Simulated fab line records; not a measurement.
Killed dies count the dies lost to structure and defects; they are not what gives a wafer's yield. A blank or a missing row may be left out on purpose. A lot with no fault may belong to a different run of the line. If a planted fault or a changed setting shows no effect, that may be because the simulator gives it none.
What tool caused it? :: flow gf180mcu :: Sampling: 12 lots, 36 wafers, 5 of 602 route steps

## WHAT THE GAUGES SHOWED, per wafer
GF_MIM_THK_MEAS_06. Usual: MIM_CVD_05_THK gives 42.0 nm (standard deviation 0.59).
lot: L746
measured: day 24 20:11
on: film-metro-04
MIM_CVD_05_THK (nm): 41.9 42.8 43.1
flag: 

lot: L749
measured: day 25 20:52
on: film-metro-04
MIM_CVD_05_THK (nm): 42.1 42.9 43.0
flag: 

lot: L750
measured: day 26 04:45
on: film-metro-01
MIM_CVD_05_THK (nm): 41.6 42.7 42.9
flag: 

lot: L751
measured: day 26 12:01
on: film-metro-01
MIM_CVD_05_THK (nm): 42.0 42.9 42.5
flag: 

lot: L753
measured: day 27 04:55
on: film-metro-04
MIM_CVD_05_THK (nm): 42.3 41.5 42.8
flag: 

lot: L755
measured: day 27 16:55
on: film-metro-01
MIM_CVD_05_THK (nm): 42.5 43.2 43.5
flag: 

lot: L756
measured: day 28 10:58
on: film-metro-01
MIM_CVD_05_THK (nm): 41.9 41.2 41.5
flag: 

lot: L758
measured: day 28 15:07
on: film-metro-02
MIM_CVD_05_THK (nm): 41.5 41.9 42.0
flag: 

lot: L759
measured: day 28 23:09
on: film-metro-02
MIM_CVD_05_THK (nm): 42.4 42.0 42.4
flag: 

lot: L761
measured: day 29 17:38
on: film-metro-01
MIM_CVD_05_THK (nm): 41.7 40.6 41.9
flag: 

lot: L766
measured: day 30 19:55
on: film-metro-01
MIM_CVD_05_THK (nm): 41.9 42.2 43.1
flag: 

lot: L767
measured: day 31 02:28
on: film-metro-02
MIM_CVD_05_THK (nm): 42.4 42.8 42.9
flag: 

GF_PASSIVATION_THK_MEAS_01. Usual: PASSIVATION_CVD_00_THK gives 1001 nm (standard deviation 14).
lot: L746
measured: day 28 10:22
on: film-metro-04
PASSIVATION_CVD_00_THK (nm): 1018 1002 1021
flag: 

lot: L749
measured: day 29 09:42
on: film-metro-02
PASSIVATION_CVD_00_THK (nm): 1009 1030 1030
flag: 

lot: L750
measured: day 29 15:05
on: film-metro-04
PASSIVATION_CVD_00_THK (nm): 994 1004 991
flag: 

lot: L751
measured: day 29 22:20
on: film-metro-02
PASSIVATION_CVD_00_THK (nm): 1004 1004 1010
flag: 

lot: L753
measured: day 30 13:20
on: film-metro-04
PASSIVATION_CVD_00_THK (nm): 996 1007 1007
flag: 

lot: L755
measured: day 31 00:14
on: film-metro-04
PASSIVATION_CVD_00_THK (nm): 996 988 1018
flag: 

lot: L756
measured: day 31 17:04
on: film-metro-03
PASSIVATION_CVD_00_THK (nm): 1002 1002 979
flag: 

lot: L758
measured: day 31 20:12
on: film-metro-02
PASSIVATION_CVD_00_THK (nm): 1103 1019 993
flag: 

lot: L759
measured: day 32 04:11
on: film-metro-03
PASSIVATION_CVD_00_THK (nm): 973 1017 996
flag: 

lot: L761
measured: day 32 20:19
on: film-metro-02
PASSIVATION_CVD_00_THK (nm): 1107 988 1015
flag: 

lot: L766
measured: day 33 17:16
on: film-metro-04
PASSIVATION_CVD_00_THK (nm): 986 1003 994
flag: 

lot: L767
measured: day 34 00:25
on: film-metro-04
PASSIVATION_CVD_00_THK (nm): 998 1013 1030
flag: 

## EACH LOT AND THE TOOL THAT RAN IT (in order: tool; ch and the chambers of the sampled wafers; start)
lot: L746
GF_M5_ETCH_09: rie-diel-04 ch 1,2,3, day 26 14:28
GF_TOP_METAL_SPUTTER_01: pvd-sputter-01, day 27 14:02
GF_PASSIVATION_CVD_00: pecvd-04 ch 0,2, day 28 10:10

lot: L749
GF_M5_ETCH_09: rie-diel-01 ch 2,3, day 27 14:31
GF_TOP_METAL_SPUTTER_01: pvd-sputter-04, day 28 12:59
GF_PASSIVATION_CVD_00: pecvd-04 ch 1,2, day 29 09:37

lot: L750
GF_M5_ETCH_09: rie-diel-02 ch 0,1,2, day 27 20:56
GF_TOP_METAL_SPUTTER_01: pvd-sputter-01, day 28 18:55
GF_PASSIVATION_CVD_00: pecvd-01 ch 1,2, day 29 15:01

lot: L751
GF_M5_ETCH_09: rie-diel-01 ch 1,2,3, day 28 04:16
GF_TOP_METAL_SPUTTER_01: pvd-sputter-04, day 29 02:41
GF_PASSIVATION_CVD_00: pecvd-04 ch 1,2, day 29 22:15

lot: L753
GF_M5_ETCH_09: rie-diel-04 ch 0,1, day 28 19:33
GF_TOP_METAL_SPUTTER_01: pvd-sputter-03, day 29 17:41
GF_PASSIVATION_CVD_00: pecvd-02 ch 0,2, day 30 13:14

lot: L755
GF_M5_ETCH_09: rie-diel-01 ch 2,3, day 29 07:40
GF_TOP_METAL_SPUTTER_01: pvd-sputter-03, day 30 05:09
GF_PASSIVATION_CVD_00: pecvd-01 ch 1,2, day 31 00:10

lot: L756
GF_M5_ETCH_09: rie-diel-02 ch 0,1,2, day 30 01:42
GF_TOP_METAL_SPUTTER_01: pvd-sputter-04, day 30 22:59
GF_PASSIVATION_CVD_00: pecvd-04 ch 0,1,2, day 31 16:59

lot: L758
GF_M5_ETCH_09: rie-diel-01 ch 0,1,2, day 30 04:54
GF_TOP_METAL_SPUTTER_01: pvd-sputter-01, day 31 01:59
GF_PASSIVATION_CVD_00: pecvd-04 ch 0,2, day 31 20:07

lot: L759
GF_M5_ETCH_09: rie-diel-02 ch 0,1,2, day 30 13:30
GF_TOP_METAL_SPUTTER_01: pvd-sputter-03, day 31 09:56
GF_PASSIVATION_CVD_00: pecvd-02 ch 0,2, day 32 04:05

lot: L761
GF_M5_ETCH_09: rie-diel-02 ch 1,2, day 31 07:12
GF_TOP_METAL_SPUTTER_01: pvd-sputter-01, day 32 02:58
GF_PASSIVATION_CVD_00: pecvd-04 ch 0,1,2, day 32 20:13

lot: L766
GF_M5_ETCH_09: rie-diel-02 ch 2,3, day 32 06:12
GF_TOP_METAL_SPUTTER_01: pvd-sputter-03, day 33 00:49
GF_PASSIVATION_CVD_00: pecvd-01 ch 1,2, day 33 17:10

lot: L767
GF_M5_ETCH_09: rie-diel-01 ch 0,2,3, day 32 13:40
GF_TOP_METAL_SPUTTER_01: pvd-sputter-01, day 33 08:19
GF_PASSIVATION_CVD_00: pecvd-02 ch 0,1,2, day 34 00:19
- GF_M5_ETCH_09: etches Si3N4 in CF4/O2, target depth 52 nm, time 11.6 s.
- GF_TOP_METAL_SPUTTER_01: material TiN, target thk 30 nm, time 25 s.
- GF_PASSIVATION_CVD_00: deposits SiO2 from TEOS, target thk 1000 nm, time 111.95 s.

## AS READ BY THE TOOLS THEMSELVES (means over the sampled wafers that have a number; for cases with no such wafer, the mark the record gives instead)
GF_M5_ETCH_09. Usual: drypump-motor-current-A 5.7 A, standard deviation 0.41; oes-product-au 0.999 a.u., standard deviation 0.011; throttle-valve-pct 5.970 %, standard deviation 0.0089.
lot: L746
tool: rie-diel-04
drypump-motor-current-A (A): 5.5
oes-product-au (a.u.): 1.006
throttle-valve-pct (%): 5.970
flag: 

lot: L749
tool: rie-diel-01
drypump-motor-current-A (A): 5.7
oes-product-au (a.u.): 1.011
throttle-valve-pct (%): 5.970
flag: 

lot: L750
tool: rie-diel-02
drypump-motor-current-A (A): 5.8
oes-product-au (a.u.): 1.002
throttle-valve-pct (%): 5.979
flag: 

lot: L751
tool: rie-diel-01
drypump-motor-current-A (A): 5.7
oes-product-au (a.u.): 0.995
throttle-valve-pct (%): 5.973
flag: 

lot: L753
tool: rie-diel-04
drypump-motor-current-A (A): 5.3
oes-product-au (a.u.): 0.991
throttle-valve-pct (%): 5.963
flag: 

lot: L755
tool: rie-diel-01
drypump-motor-current-A (A): 5.7
oes-product-au (a.u.): 1.007
throttle-valve-pct (%): 5.971
flag: 

lot: L756
tool: rie-diel-02
drypump-motor-current-A (A): 5.8
oes-product-au (a.u.): 1.002
throttle-valve-pct (%): 5.974
flag: 

lot: L758
tool: rie-diel-01
drypump-motor-current-A (A): 5.4
oes-product-au (a.u.): 0.995
throttle-valve-pct (%): 5.969
flag: 

lot: L759
tool: rie-diel-02
drypump-motor-current-A (A): 5.8
oes-product-au (a.u.): 0.998
throttle-valve-pct (%): 5.969
flag: 

lot: L761
tool: rie-diel-02
drypump-motor-current-A (A): 5.7
oes-product-au (a.u.): 0.999
throttle-valve-pct (%): 5.966
flag: 

lot: L766
tool: rie-diel-02
drypump-motor-current-A (A): 6.3
oes-product-au (a.u.): 0.986
throttle-valve-pct (%): 5.971
flag: 

lot: L767
tool: rie-diel-01
drypump-motor-current-A (A): 5.5
oes-product-au (a.u.): 0.993
throttle-valve-pct (%): 5.981
flag: 

GF_TOP_METAL_SPUTTER_01. Usual: throttle-valve-pct 30.2 %, standard deviation 0.95.
lot: L746
tool: pvd-sputter-01
throttle-valve-pct (%): 29.7
flag: 

lot: L749
tool: pvd-sputter-04
throttle-valve-pct (%): 31.0
flag: 

lot: L750
tool: pvd-sputter-01
throttle-valve-pct (%): 30.2
flag: 

lot: L751
tool: pvd-sputter-04
throttle-valve-pct (%): 30.8
flag: 

lot: L753
tool: pvd-sputter-03
throttle-valve-pct (%): 30.1
flag: 

lot: L755
tool: pvd-sputter-03
throttle-valve-pct (%): 29.8
flag: 

lot: L756
tool: pvd-sputter-04
throttle-valve-pct (%): 30.7
flag: 

lot: L758
tool: pvd-sputter-01
throttle-valve-pct (%): 29.1
flag: 

lot: L759
tool: pvd-sputter-03
throttle-valve-pct (%): 30.5
flag: 

lot: L761
tool: pvd-sputter-01
throttle-valve-pct (%): 29.5
flag: 

lot: L766
tool: pvd-sputter-03
throttle-valve-pct (%): 30.6
flag: 

lot: L767
tool: pvd-sputter-01
throttle-valve-pct (%): 28.4
flag: 

GF_PASSIVATION_CVD_00. Usual: heater-power-w 644 W, standard deviation 100; run-length-s 140.2 s, standard deviation 0.41.
lot: L746
tool: pecvd-04
heater-power-w (W): 610
run-length-s (s): 140.3
flag: 

lot: L749
tool: pecvd-04
heater-power-w (W): 717
run-length-s (s): 140.0
flag: 

lot: L750
tool: pecvd-01
heater-power-w (W): 672
run-length-s (s): 140.2
flag: 

lot: L751
tool: pecvd-04
heater-power-w (W): 643
run-length-s (s): 140.1
flag: 

lot: L753
tool: pecvd-02
heater-power-w (W): 623
run-length-s (s): 140.3
flag: 

lot: L755
tool: pecvd-01
heater-power-w (W): 726
run-length-s (s): 140.2
flag: 

lot: L756
tool: pecvd-04
heater-power-w (W): 707
run-length-s (s): 139.9
flag: 

lot: L758
tool: pecvd-04
heater-power-w (W): 618
run-length-s (s): 144.1
flag: OFF

lot: L759
tool: pecvd-02
heater-power-w (W): 607
run-length-s (s): 140.7
flag: 

lot: L761
tool: pecvd-04
heater-power-w (W): 674
run-length-s (s): 144.0
flag: OFF

lot: L766
tool: pecvd-01
heater-power-w (W): 669
run-length-s (s): 140.2
flag: 

lot: L767
tool: pecvd-02
heater-power-w (W): 538
run-length-s (s): 140.3
flag: 

## THE ANSWER, worked out from the rows above alone
Rule: lot off if the mean of its wafers having a number is beyond 3 standard deviations from the usual mean. Also off: a lot with no number at a reading for which 4 or more lots have one. All remaining lots with rows at the step are treated as sound. The gauges are gone through in route order, then the tools' own readings, and for those a lot's mean is taken as printed above. At the first step where some lot is off, the reading lying furthest off is the one used; lots without a number count as furthest.
Off at GF_PASSIVATION_CVD_00 (run-length-s): L758, L761.
If a tool, at that step or one of the process steps before it, ran each lot that is off and ran no sound lot following the first of them, it fits. One candidate fits, namely pecvd-04 at GF_PASSIVATION_CVD_00. Its last sound lot is L756 (day 31 16:59), its first lot that is off L758 (day 31 20:07): a fault that began between those two fits.
On the lots that are off, the tool's own readings at GF_PASSIVATION_CVD_00 differ by more than 5 times the standard deviation of the sound lots' means, which bears it out; run-length-s reads 144.1 s there versus 140.2 s on the sound lots.

## WHAT THE SIMULATOR HAD PUT IN
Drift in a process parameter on pecvd-04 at GF_PASSIVATION_CVD_00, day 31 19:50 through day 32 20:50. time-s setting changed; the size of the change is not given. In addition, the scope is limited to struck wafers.
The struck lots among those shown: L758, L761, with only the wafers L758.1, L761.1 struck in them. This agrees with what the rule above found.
